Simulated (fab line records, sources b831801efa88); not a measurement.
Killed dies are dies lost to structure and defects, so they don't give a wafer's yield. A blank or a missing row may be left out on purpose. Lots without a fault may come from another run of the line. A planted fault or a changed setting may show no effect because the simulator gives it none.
fab line records | flow sky130
record lots=11 wafers=33 last_day=50
route steps=708 shown POLY_GATE@231 LDD_N@244 LI_CONTACT@376
lots that met no fault: from a run of the same line without faults
start_h: hours from the record's first day to the start of the lot's first wafer shown | wait_h: hours since the lot's step before | " the same as in the row above | L1.1+2: a row that stands for several wafers | - no value, or no start given | * or withheld: withheld | < > ~ a bound
route shown NAME@n: a module of which the file shows steps, and the number in the route of the first | usual: mean/standard deviation of fault-free wafers | same: alike in all rows | chamber/n: place in a boat | sites: the reading at each site | _std_site: their standard deviation | _edge_site: outer sites' mean less inner sites' | radius_mm: how far each site lies from the wafer's centre | mask NAME#n: copy n | behind: the tool/chamber that last shaped the wafer | hold: why the lot was held/for how many hours/how that ended | device: the transistor (n, p or np) that didn't switch | end of line: the same wafers' tests at the end of the route | a step without rows: its recipe alone | killed: dies lost to structure and defects at the first sort, not the wafer's yield | map: a wafer's dies, x killed, . not, _ none there
set.NAME: the setting as run; set.NAME@STEP: as run at that earlier step | model.NAME: the simulator's own value behind a step, which no gauge read
steps of the route over a sample of lots; a table a step, a row a wafer
services: from which hour (start_h, from the record's first day; less than 0 if before it) a tool's chamber was out of use, for how many hours, and why
## steps
# step SKY_POLY_GATE_ETCH_17
# recipe target_depth_nm=180 stop_on=SiO2 over_etch_frac=0.56667 chemistry=HBr/Cl2 target=poly-Si icp_w=400 bias_w=100 pressure_mtorr=10 HBr_flow_sccm=150 Cl2_flow_sccm=50 time_s=70.5
# usual drypump_motor_current_A=5.5/0.43 oes_product_au=0.986/0.0071 run_length_s=98.9/0.38 throttle_valve_pct=33.685/0.0095
# columns lot.wafer tool chamber start_h wait_h drypump_motor_current_A oes_product_au rf_hours_counter_h run_length_s throttle_valve_pct
L870.1 rie_si-02 0 368.53 0.0 5.3 0.991 3 98.9 33.687
L870.5 " 2 " " 5.2 0.974 - 98.8 33.686
L870.6 " 1 " " 5.2 0.993 - 98.4 33.678
L872.1 rie_si-02 3 384.58 0.0 6.3 0.987 2 99.0 33.665
L872.5 " 1 " " 5.2 0.986 - 99.0 33.685
L872.6 " 2 " " 5.1 0.987 - 99.1 33.681
L873.1 rie_si-02 3 391.88 0.0 6.2 0.979 2 99.3 33.687
L873.2 " 0 " " 5.3 0.990 3 98.5 33.693
L873.5 " 3 " " 6.2 0.975 - 99.1 33.693
L874.1 rie_si-01 1 398.86 0.0 5.7 0.990 5 98.6 33.700
L874.5 " 0 " " 4.9 0.983 - 99.2 33.679
L874.6 " 1 " " 5.7 0.978 - 98.5 33.655
L875.2 rie_si-02 1 408.73 0.0 5.2 0.980 6 98.7 33.682
L875.3 " 0 " " 5.4 0.974 3 98.4 33.681
L875.6 " 2 " " 5.2 0.973 - 99.2 33.678
L877.2 rie_si-02 1 434.48 0.0 5.2 0.977 6 98.8 33.698
L877.3 " 3 " " 6.2 0.985 2 99.3 33.673
L877.6 " 2 " " 5.2 0.983 - 99.0 33.687
L881.1 rie_si-02 3 491.11 0.0 6.2 0.891 2 112.2 33.704
L881.3 " 2 " " 5.2 0.889 37 111.5 33.687
L881.6 " 3 " " 6.2 0.892 - 112.2 33.658
L883.3 rie_si-02 1 512.23 0.0 5.2 0.878 7 111.1 33.676
L883.5 " 0 " " 5.4 0.876 - 111.5 33.680
L883.6 " 1 " " 5.2 0.894 - 111.4 33.666
L889.1 rie_si-01 3 542.90 0.0 5.9 0.981 7 98.6 33.678
L889.2 " 0 " " 4.9 0.990 27 99.3 33.690
L889.3 " 1 " " 5.7 0.982 6 98.2 33.685
L891.2 rie_si-01 2 550.16 0.0 5.9 0.976 1 99.2 33.685
L891.4 " 1 " " 5.6 0.972 - 98.7 33.682
L891.6 " 2 " " 5.9 0.975 - 99.0 33.690
L892.1 rie_si-02 3 563.96 0.0 6.2 0.984 3 99.1 33.681
L892.4 " 1 " " 5.2 0.983 7 98.4 33.684
L892.6 " 2 " " 5.2 0.969 - 99.0 33.685
# step SKY_POLY_GATE_STRIP_18
# recipe chemistry=O2/N2 power_w=1365 pressure_mtorr=1500 platen_temp_c=withheld o2_flow_sccm=3000 n2_flow_sccm=300 overash_fraction=0.5
# usual drypump_motor_current_A=5.65/0.21 oes_product_au=0.361/0.005 strip_time_to_endpoint_s=3.24/0.043
# columns lot.wafer tool chamber start_h wait_h drypump_motor_current_A oes_product_au rf_hours_counter_h strip_time_to_endpoint_s
L870.1 plasma_asher-02 1 368.59 0.0 5.50 0.357 65 3.26
L870.5 " 1 " " 5.48 0.357 - 3.22
L870.6 " 0 " " 5.63 0.370 - 3.24
L872.1 plasma_asher-01 1 384.63 0.0 5.46 0.362 26 3.17
L872.5 " 1 " " 5.45 0.361 - 3.28
L872.6 " 0 " " 5.44 0.362 - 3.29
L873.1 plasma_asher-03 0 391.94 0.0 5.97 0.361 69 3.23
L873.2 " 1 " " 5.94 0.354 69 3.19
L873.5 " 1 " " 5.94 0.356 - 3.25
L874.1 plasma_asher-02 0 398.92 0.0 5.62 0.357 69 3.31
L874.5 " 0 " " 5.63 0.366 - 3.28
L874.6 " 1 " " 5.49 0.369 - 3.29
L875.2 plasma_asher-02 0 408.79 0.0 5.65 0.350 69 3.18
L875.3 " 0 " " 5.62 0.363 - 3.25
L875.6 " 1 " " 5.50 0.365 - 3.22
L877.2 plasma_asher-02 0 434.53 0.0 5.63 0.351 73 3.24
L877.3 " 0 " " 5.62 0.355 - 3.19
L877.6 " 0 " " 5.67 0.355 - 3.18
L881.1 plasma_asher-02 0 491.17 0.0 5.61 0.361 73 3.11
L881.3 " 0 " " 5.61 0.354 - 3.12
L881.6 " 0 " " 5.62 0.355 - 3.03
L883.3 plasma_asher-02 1 512.32 0.1 5.46 0.355 - 3.03
L883.5 " 0 " " 5.64 0.350 - 3.09
L883.6 " 1 " " 5.47 0.358 - 3.01
L889.1 plasma_asher-03 0 542.96 0.0 5.96 0.362 13 3.22
L889.2 " 1 " " 5.91 0.360 13 3.22
L889.3 " 0 " " 5.94 0.362 - 3.21
L891.2 plasma_asher-02 0 550.22 0.0 5.62 0.365 79 3.32
L891.4 " 0 " " 5.63 0.363 - 3.30
L891.6 " 0 " " 5.61 0.364 - 3.28
L892.1 plasma_asher-01 1 564.02 0.0 5.46 0.356 45 3.22
L892.4 " 1 " " 5.47 0.351 - 3.21
L892.6 " 1 " " 5.45 0.363 - 3.28
# step SKY_LDD_N_OVL_MEAS_07
# usual LDD_N_OVL=-1.2/1.2
# columns lot.wafer tool chamber start_h wait_h LDD_N_OVL[nm]
L870.1 overlay-01 - 401.29 0.1 -0.6
L870.5 " - " " -0.9
L870.6 " - " " -0.8
L872.1 overlay-01 - 415.60 0.1 -1.4
L872.5 " - " " -2.7
L872.6 " - " " 0.2
L873.1 overlay-02 - 423.70 0.1 -1.0
L873.2 " - " " 2.2
L873.5 " - " " 0.6
L874.1 overlay-02 - 431.04 0.1 -3.7
L874.5 " - " " -1.0
L874.6 " - " " -2.9
L875.2 overlay-01 - 440.80 0.1 -1.4
L875.3 " - " " -0.5
L875.6 " - " " -2.2
L877.2 overlay-02 - 468.39 0.1 -1.6
L877.3 " - " " -1.9
L877.6 " - " " -1.6
L881.1 overlay-02 - 523.00 0.1 -1.8
L881.3 " - " " -1.0
L881.6 " - " " -1.2
L883.3 overlay-02 - 543.30 0.1 -1.2
L883.5 " - " " -2.2
L883.6 " - " " -2.6
L889.1 overlay-01 - 574.74 0.1 -2.2
L889.2 " - " " -2.6
L889.3 " - " " -3.5
L891.2 overlay-01 - 580.95 0.1 -1.9
L891.4 " - " " -0.6
L891.6 " - " " -1.1
L892.1 overlay-01 - 594.22 0.2 -0.3
L892.4 " - " " -1.3
L892.6 " - " " -0.7
# step SKY_LI_CONTACT_ETCH_14
# recipe chemistry=N2/H2 target=BARC ion_energy_ev=200 source_w=500 bias_w=100 pressure_mtorr=30 n2_flow_sccm=100 h2_flow_sccm=200 stop_on=SiO2 time_s=45.9 target_depth_a=600
# usual drypump_motor_current_A=5.7/0.39 oes_product_au=0.850/0.0049 run_length_s=74.1/0.34 throttle_valve_pct=13.223/0.0091
# columns lot.wafer tool chamber start_h wait_h drypump_motor_current_A oes_product_au rf_hours_counter_h run_length_s throttle_valve_pct
L870.1 rie_diel-01 3 679.43 0.0 4.8 0.856 2 73.8 13.223
L870.5 " 3 " " 4.8 0.853 - 74.3 13.214
L870.6 " 0 " " 6.3 0.855 - 73.8 13.225
L872.1 rie_diel-03 1 689.89 0.0 5.8 0.853 15 73.7 13.226
L872.5 " 1 " " 5.8 0.848 - 73.7 13.207
L872.6 " 0 " " 5.9 0.859 - 73.7 13.215
L873.1 rie_diel-03 3 694.74 0.0 5.6 0.851 57 74.1 13.241
L873.2 " 1 " " 5.8 0.853 16 74.5 13.236
L873.5 " 1 " " 5.8 0.857 - 73.7 13.209
L874.1 rie_diel-01 2 704.83 0.0 5.4 0.854 9 74.0 13.208
L874.5 " 1 " " 5.7 0.849 - 73.7 13.215
L874.6 " 2 " " 5.4 0.854 - 73.8 13.220
L875.2 rie_diel-01 3 710.63 0.0 4.8 0.855 3 74.0 13.218
L875.3 " 2 " " 5.4 0.851 9 74.0 13.219
L875.6 " 3 " " 4.9 0.861 - 74.3 13.205
L877.2 rie_diel-01 3 737.24 0.0 4.8 0.848 3 74.3 13.224
L877.3 " 2 " " 5.4 0.855 10 73.9 13.230
L877.6 " 2 " " 5.4 0.847 - 73.8 13.217
L881.1 rie_diel-02 0 788.29 0.0 6.0 0.851 11 74.5 13.232
L881.3 " 3 " " 5.4 0.851 4 74.2 13.209
L881.6 " 0 " " 6.0 0.858 - 74.8 13.225
L883.3 rie_diel-02 1 808.70 0.0 6.1 0.850 3 73.8 13.235
L883.5 " 0 " " 6.0 0.852 - 74.9 13.234
L883.6 " 3 " " 5.4 0.853 - 74.3 13.221
L889.1 rie_diel-02 2 832.65 0.0 5.4 0.847 6 74.2 13.230
L889.2 " 0 " " 6.0 0.844 12 74.8 13.216
L889.3 " 3 " " 5.4 0.843 5 74.8 13.204
L891.2 rie_diel-02 0 837.85 0.0 6.0 0.851 13 74.4 13.229
L891.4 " 3 " " 5.4 0.856 5 74.4 13.216
L891.6 " 2 " " 5.4 0.843 - 74.0 13.239
L892.1 rie_diel-02 1 847.65 0.0 6.1 0.856 4 74.0 13.220
L892.4 " 3 " " 5.4 0.855 5 74.2 13.226
L892.6 " 1 " " 6.1 0.851 - 74.2 13.228
# step SKY_LI_CONTACT_SPUTTER_20
# recipe material=TiN target_thk_nm=20 chamber_pressure_pa=5 power_w=4000 time_s=80
# usual throttle_valve_pct=29.9/1.2
# columns lot.wafer tool chamber start_h wait_h throttle_valve_pct
L870.1 pvd_sputter-03 - 679.93 0.0 29.1
L870.5 " - " " 31.1
L870.6 " - " " 30.3
L872.1 pvd_sputter-04 - 690.41 0.0 29.7
L872.5 " - " " 27.1
L872.6 " - " " 28.5
L873.1 pvd_sputter-04 - 695.45 0.0 27.4
L873.2 " - " " 31.0
L873.5 " - " " 29.6
L874.1 pvd_sputter-04 - 705.33 0.0 27.6
L874.5 " - " " 29.5
L874.6 " - " " 31.3
L875.2 pvd_sputter-03 - 711.13 0.0 30.5
L875.3 " - " " 29.2
L875.6 " - " " 31.1
L877.2 pvd_sputter-03 - 737.74 0.0 31.6
L877.3 " - " " 29.5
L877.6 " - " " 29.5
L881.1 pvd_sputter-02 - 788.79 0.0 32.3
L881.3 " - " " 29.1
L881.6 " - " " 29.2
L883.3 pvd_sputter-03 - 809.19 0.0 31.3
L883.5 " - " " 29.3
L883.6 " - " " 29.5
L889.1 pvd_sputter-03 - 833.14 0.0 29.8
L889.2 " - " " 29.4
L889.3 " - " " 31.0
L891.2 pvd_sputter-03 - 838.34 0.0 30.3
L891.4 " - " " 29.2
L891.6 " - " " 29.5
L892.1 pvd_sputter-04 - 848.16 0.0 29.5
L892.4 " - " " 28.7
L892.6 " - " " 29.0
## services
# columns tool chamber start_h hours kind
rie_diel-02 2 351.91 7.0 repair
rie_diel-02 - 358.90 0.4 repair
pvd_sputter-03 - 404.52 1.4 repair
plasma_asher-02 - 434.97 38.2 repair
rie_diel-02 0 437.80 6.5 repair
plasma_asher-02 - 473.15 14.6 pm
rie_diel-02 1 494.29 7.7 repair
rie_diel-02 1 527.19 5.1 repair
pvd_sputter-03 - 550.93 5.2 repair
plasma_asher-02 - 561.19 24.3 repair
plasma_asher-02 - 561.22 2.3 repair
rie_diel-02 - 576.39 4.3 pm
rie_si-02 - 599.44 14.6 pm
rie_diel-02 1 600.05 9.9 repair
rie_diel-02 0 633.68 8.9 repair
rie_diel-02 2 635.00 5.5 repair
rie_si-02 - 637.11 10.0 pm
pvd_sputter-03 - 643.21 2.4 repair
rie_diel-02 - 664.75 15.6 pm
rie_si-02 3 684.54 5.7 repair
plasma_asher-02 - 691.14 0.9 repair
plasma_asher-02 - 733.75 9.0 pm
plasma_asher-02 - 757.77 2.8 pm
rie_si-02 0 805.51 9.7 repair
## key
first_sign step=SKY_POLY_GATE_ETCH_17 reading=run_length_s direction=up sigmas=34 usual=* struck=*
effect step=SKY_POLY_GATE_ETCH_17 reading=oes_product_au direction=down sigmas=14 usual=0.986 struck=0.886
effect step=SKY_POLY_GATE_STRIP_18 reading=strip_time_to_endpoint_s direction=down sigmas=4 usual=* struck=*
met_at SKY_POLY_GATE_ETCH_17
struck_lots L881,L883
tester_left_out L881,L883
not_acting_at SKY_LDD_N_OVL_MEAS_07,SKY_LI_CONTACT_ETCH_14,SKY_LI_CONTACT_SPUTTER_20
onset_between 434.48 491.11
fault kind=process_parameter_drift tool=rie_si-02 chamber=- onset_h=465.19 steps=SKY_POLY_GATE_ETCH_17 channel=time_s offset=* shape=step end_h=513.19 acts_in=* stated=*
# tester_left_out: of these lots the tester's yield and bins aren't shown, on N5 and GAA mostly nor the transistor test; their killed dies are dies lost to structure and defects alone, not to doping, threshold or leakage, so they don't give the yield
